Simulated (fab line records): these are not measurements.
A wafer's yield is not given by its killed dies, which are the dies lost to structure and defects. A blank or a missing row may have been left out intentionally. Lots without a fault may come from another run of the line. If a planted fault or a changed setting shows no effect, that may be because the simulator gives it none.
Struck lot and sound lot, side by side    flow gf180mcu    43 out of 602 route steps
Sound: the wafers L653.3, L653.5, L653.6. Wafers L667.1, L667.3, L667.6 were the ones struck. The cause is named last.
Order at every step that has rows: each side's tool, ch and its chambers, its first start. Under that, the readings that differ: sound wafers    struck wafers    difference of the means    sigmas: that difference in standard deviations of wafers without a fault.
alike: readings with means less than 2 such deviations apart, plus words and numbers identical on both sides. not compared: withheld readings, readings lacking a value on some wafer, bounds such as >300 that could conceal the same value, and numbers that have no deviation in the record and whose values overlap.
Wherever a step has rows on one side only, a row that says differs or no value, or a row with sigmas, the two part there. Numbers that have no deviation but don't overlap get no sigmas and don't part them. A reading that every wafer of one side lacks parts them only if that side has two wafers or more.

GF_CONTACT_BOW_MEAS_05:
  sound on filmMetro-01, day 17 22:07; struck on filmMetro-03, day 22 18:58
reading           sound     struck    difference  sigmas
CONTACT_BOW (um)  67 60 59  72 82 71  +13         +2
then, 8 steps without rows for these wafers: GF_CONTACT_DEHYDRATE_06 (time 60 s); GF_CONTACT_HMDS_07 (prime time 60 s); GF_CONTACT_COAT_08; GF_CONTACT_COAT_09 (resist thk 1000 nm); GF_CONTACT_SOFTBAKE_10 (time 60 s); GF_CONTACT_EXPOSE_11 (exposes mask Contact, target cd 220 nm); GF_CONTACT_PEB_12 (peb time 90 s); GF_CONTACT_DEVELOP_13 (develop time 60 s).
GF_CONTACT_CD_MEAS_14 targets a cd of 220 nm.
  sound on cdSem-02, day 18 22:29; struck on cdSem-01, day 23 17:42
  alike: cdNm
GF_CONTACT_OVL_MEAS_15:
  sound on overlay-02, day 18 22:35; struck on overlay-02, day 23 17:49
reading           sound        struck  difference  sigmas
CONTACT_OVL (nm)  -16 -21 -15  2 3 3   +20         +3
GF_CONTACT_ETCH_16: etches BARC in N2/H2.
  sound on rieDiel-01 ch 0,1, day 18 22:37; struck on rieDiel-01 ch 0,1, day 23 17:51
  alike: drypumpMotorCurrentA, oesProductAu, throttleValvePct
GF_CONTACT_ETCH_17: etches SiO2 in C4F8/O2/Ar, stops on CoSi2, target depth 860 nm.
  sound on rieDiel-01 ch 0,1, day 18 22:00; struck on rieDiel-01 ch 0,1, day 23 17:00
  alike: oesProductAu
then, 4 steps without rows for these wafers: GF_CONTACT_STRIP_18 (strips in O2/N2); GF_CONTACT_CLEAN_19 (cleans in SPM); GF_CONTACT_CLEAN_20 (cleans in DIW); GF_CONTACT_CLEAN_21 (cleans in dHF, time 20 s).
GF_CONTACT_SPUTTER_22: material Ti, target thk 15 nm, time 80.02 s.
  sound on pvdSputter-03, day 18 23:04; struck on pvdSputter-01, day 23 18:19
  alike: throttleValvePct
GF_CONTACT_SPUTTER_23: material TiN, target thk 10 nm, time 40 s.
  sound on pvdSputter-03, day 18 23:08; struck on pvdSputter-01, day 23 18:22
  alike: throttleValvePct
then, 1 step without rows for these wafers: GF_CONTACT_CVD_24 (deposits W, target thk 300 nm, time 90.339 s).
GF_CONTACT_RS_MEAS_25: uses a four-point probe to measure.
  sound on filmMetro-01, day 18 23:19; struck on filmMetro-02, day 23 18:31
  alike: CONTACT_W_RS
GF_CONTACT_THK_MEAS_26: measures by xrf.
  sound on filmMetro-01, day 18 23:25; struck on filmMetro-02, day 23 18:38
  alike: CONTACT_W_THK
then, 2 steps without rows for these wafers: GF_CONTACT_CMP_27 (polishes, stops on SiO2, t overpolish 15 s, target thk 0 nm); GF_M1_SPUTTER_00 (material Ti, target thk 37.5 nm, time 150 s).
GF_M1_SPUTTER_01: material TiN, target thk 30 nm, time 25 s.
  sound on pvdSputter-01, day 18 23:51; struck on pvdSputter-04, day 23 19:05
  alike: throttleValvePct
then, 3 steps without rows for these wafers: GF_M1_SPUTTER_02 (material AlCu, target thk 450 nm, time 23.9 s); GF_M1_SPUTTER_03 (material Ti, target thk 10 nm, time 6.7 s); GF_M1_SPUTTER_04 (material TiN, target thk 50 nm, time 41.7 s).
GF_M1_RS_MEAS_05: uses a four-point probe to measure.
  sound on filmMetro-03, day 19 00:01; struck on filmMetro-04, day 23 19:13
  alike: M1_ALCU_RS
GF_M1_THK_MEAS_06: measures by xrf.
  sound on filmMetro-03, day 19 00:07; struck on filmMetro-04, day 23 19:20
  alike: M1_ALCU_THK
then, 7 steps without rows for these wafers: GF_M1_DEHYDRATE_07 (time 60 s); GF_M1_HMDS_08 (prime time 60 s); GF_M1_COAT_09 (resist thk 1000 nm); GF_M1_SOFTBAKE_10 (time 60 s); GF_M1_EXPOSE_11 (exposes mask Metal1, target cd 230 nm); GF_M1_PEB_12 (peb time 90 s); GF_M1_DEVELOP_13 (develop time 60.98 s).
GF_M1_CD_MEAS_14 targets a cd of 230 nm.
  sound on cdSem-02, day 20 00:38; struck on cdSem-02, day 24 17:15
  alike: cdNm
GF_M1_OVL_MEAS_15:
  sound on overlay-01, day 20 00:45; struck on overlay-01, day 24 17:22
  alike: M1_OVL
then, 1 step without rows for these wafers: GF_M1_METAL_ETCH_16 (etches the open film in Cl2/BCl3, stops on SiO2, target depth 750.8 nm, time 125.1 s).
GF_M1_STRIP_17: strips in O2/N2.
  sound on plasmaAsher-01 ch 0,1, day 20 00:56; struck on plasmaAsher-04 ch 0, day 24 17:32
reading           sound        struck       difference  sigmas
heaterPowerW (W)  319 319 314  464 468 470  +150        +3
  alike: drypumpMotorCurrentA, oesProductAu, stripTimeToEndpointS
  not compared: rfHoursCounterH
then, 1 step without rows for these wafers: GF_M1_STRIP_18 (strips in post etch residue remover, time 1200 s).
-- the record jumps here: 10 days lie between the struck wafers' starts before and after (it left off in module M1 and takes up again in module PASSIVATION, whose first step shown is number 602 of the route) --
GF_PASSIVATION_PROBE_99:
  record: rows for the struck wafers here (prober-02, day 34 18:56), none for the sound ones

== WHERE THEY PART ==
Earliest at GF_CONTACT_BOW_MEAS_05; latest, in this record, at GF_PASSIVATION_PROBE_99.

WHY: what had been put in by the simulator
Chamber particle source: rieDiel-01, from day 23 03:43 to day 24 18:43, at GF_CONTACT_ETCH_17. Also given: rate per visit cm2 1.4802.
